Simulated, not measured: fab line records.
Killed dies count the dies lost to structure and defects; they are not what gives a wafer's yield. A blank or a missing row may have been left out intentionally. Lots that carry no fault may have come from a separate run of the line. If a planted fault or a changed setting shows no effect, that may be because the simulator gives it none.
A struck lot beside a sound one    flow sky130    24 out of 708 route steps
Sound: these wafers, L804.1, L804.4, L804.5. The struck wafers were L808.2, L808.5, L808.6. The cause comes at the end.
Each step with rows lists, per side, the tool, then ch with its chambers, then its first start. Under that, the readings that differ: sound wafers    struck wafers    difference of the means    sigmas: that difference in standard deviations of wafers without a fault.
alike: a reading whose means differ by less than 2 such deviations, as well as words and numbers matching on both sides. not compared: withheld readings; readings where some wafer has no value; bounds like >300 that might hide an equal value; numbers whose values overlap and for which the record gives no deviation.
A row with sigmas, a row that says differs or no value, or rows on one side alone: a step with any of these is where the two part. Non-overlapping numbers with no deviation appear without sigmas and do not part them. A reading that every wafer of one side lacks parts them only if that side has two wafers or more.

first, 4 steps without rows for these wafers: SKY_LDD_HVP_SOFTBAKE_03 (time 60 s); SKY_LDD_HVP_EXPOSE_04 (exposes mask HVPTM, target cd 700 nm); SKY_LDD_HVP_PEB_05; SKY_LDD_HVP_DEVELOP_06 (develop time 60 s).
SKY_LDD_HVP_OVL_MEAS_07:
  sound on overlay-01, day 23 20:25; struck on overlay-02, day 24 23:43
  alike: LDD_HVP_OVL
next, for these wafers, 1 step has no rows: SKY_LDD_HVP_IMPLANT_08.
SKY_LDD_HVP_STRIP_09: strips in O2/N2.
  sound on plasmaAsher-03 ch 0,1, day 23 20:36; struck on plasmaAsher-01 ch 0,1, day 24 23:54
reading                   sound        struck       difference  sigmas
drypumpMotorCurrentA (A)  5.9 6.7 6.7  5.3 5.3 5.2  -1.2        -2
  alike: o2FlowSccm, oesProductAu, stripTimeToEndpointS
  not compared: rfHoursCounterH
SKY_LDD_HVP_TW_MEAS_10:
  sound on filmMetro-02, day 23 20:42; struck on filmMetro-04, day 25 00:01
reading     sound        struck       difference  sigmas
LDD_HVP_TW  452 450 450  461 461 460  +10         +2
then, 4 steps without rows for these wafers: SKY_LDD_LDN_DEHYDRATE_00 (time 60 s); SKY_LDD_LDN_HMDS_01 (prime time 60 s); SKY_LDD_LDN_COAT_02 (resist thk 1140 nm); SKY_LDD_LDN_SOFTBAKE_03 (time 60 s).
SKY_LDD_LDN_EXPOSE_04: exposes mask LDNTM, target cd 700 nm.
  sound on ilineStepper-01 ch 0, day 24 11:53; struck on ilineStepper-01 ch 0, day 25 15:08
reading  sound                    struck                difference  sigmas
mask     LDNTM#0 LDNTM#0 LDNTM#0  PSDM#0 PSDM#0 PSDM#0  differs     
  alike: reticleTempC
then, 2 steps without rows for these wafers: SKY_LDD_LDN_PEB_05; SKY_LDD_LDN_DEVELOP_06 (develop time 60 s).
SKY_LDD_LDN_OVL_MEAS_07:
  sound on overlay-01, day 25 01:49; struck on overlay-02, day 26 05:07
reading           sound        struck  difference                     sigmas
LDD_LDN_OVL (nm)  1.3 0.0 0.7  - - -   no value on the struck wafers  
then, 4 steps without rows for these wafers: SKY_LDD_LDN_IMPLANT_08; SKY_LDD_LDN_IMPLANT_09; SKY_LDD_LDN_IMPLANT_10; SKY_LDD_LDN_IMPLANT_11.
SKY_LDD_LDN_STRIP_12: strips in O2/N2.
  sound on plasmaAsher-02 ch 0,1, day 25 02:26; struck on plasmaAsher-04 ch 0,1, day 26 05:45
  alike: drypumpMotorCurrentA, o2FlowSccm, oesProductAu, stripTimeToEndpointS
  not compared: rfHoursCounterH
SKY_LDD_LDN_TW_MEAS_13:
  sound on filmMetro-03, day 25 02:32; struck on filmMetro-04, day 26 05:52
reading     sound           struck    difference  sigmas
LDD_LDN_TW  1488 1483 1483  31 30 30  -1454       -99 or more
then, 1 step without rows for these wafers: SKY_LDD_LDN_CLEAN_14 (cleans in SC1/SC2, time 150 s).
-- here the record skips 22 days between the struck wafers' starts before and after, leaving off in module LDD_LDN and picking up in module PAD_OPEN (first step shown: number 708 of the route) --
SKY_PAD_OPEN_PROBE_99:
  sound on prober-02, day 47 10:40; struck on prober-02, day 48 05:18
reading                              sound              struck             difference  sigmas
model.etest.pfet_01v8.rOnOhmUm       2905 2834 2939     8613 8037 8728     +5567       
model.etest.pfetG5v0d10v5.rOnOhmUm   4794 4741 4794     4954 4872 4924     +140        
model.etest.pfet_01v8.driveUaUm      191.7 197.9 190.2  61.03 65.78 60.59  -130.80     
model.etest.pfet_01v8_hvt.driveUaUm  142.2 146.3 141    40.68 44.03 39.74  -101.68     
model.etest.sramPfetLatch.driveUaUm  150.3 151.4 140.9  41.46 45.8 40.23   -105.04     
model.etest.pfet_01v8_mvt.driveUaUm  151.6 153.8 150.8  71.54 75.02 70.73  -79.64      
model.etest.pfet_01v8_lvt.driveUaUm  171.3 172.4 171    106.3 111.2 107.1  -63.4       
model.etest.resPdiff.lineOhmUm       1348 1330 1328     1404 1396 1412     +69         

WHERE THEY PART
First at SKY_LDD_HVP_STRIP_09; last, within this record, at SKY_LDD_LDN_TW_MEAS_13.

WHY: what had been put in by the simulator
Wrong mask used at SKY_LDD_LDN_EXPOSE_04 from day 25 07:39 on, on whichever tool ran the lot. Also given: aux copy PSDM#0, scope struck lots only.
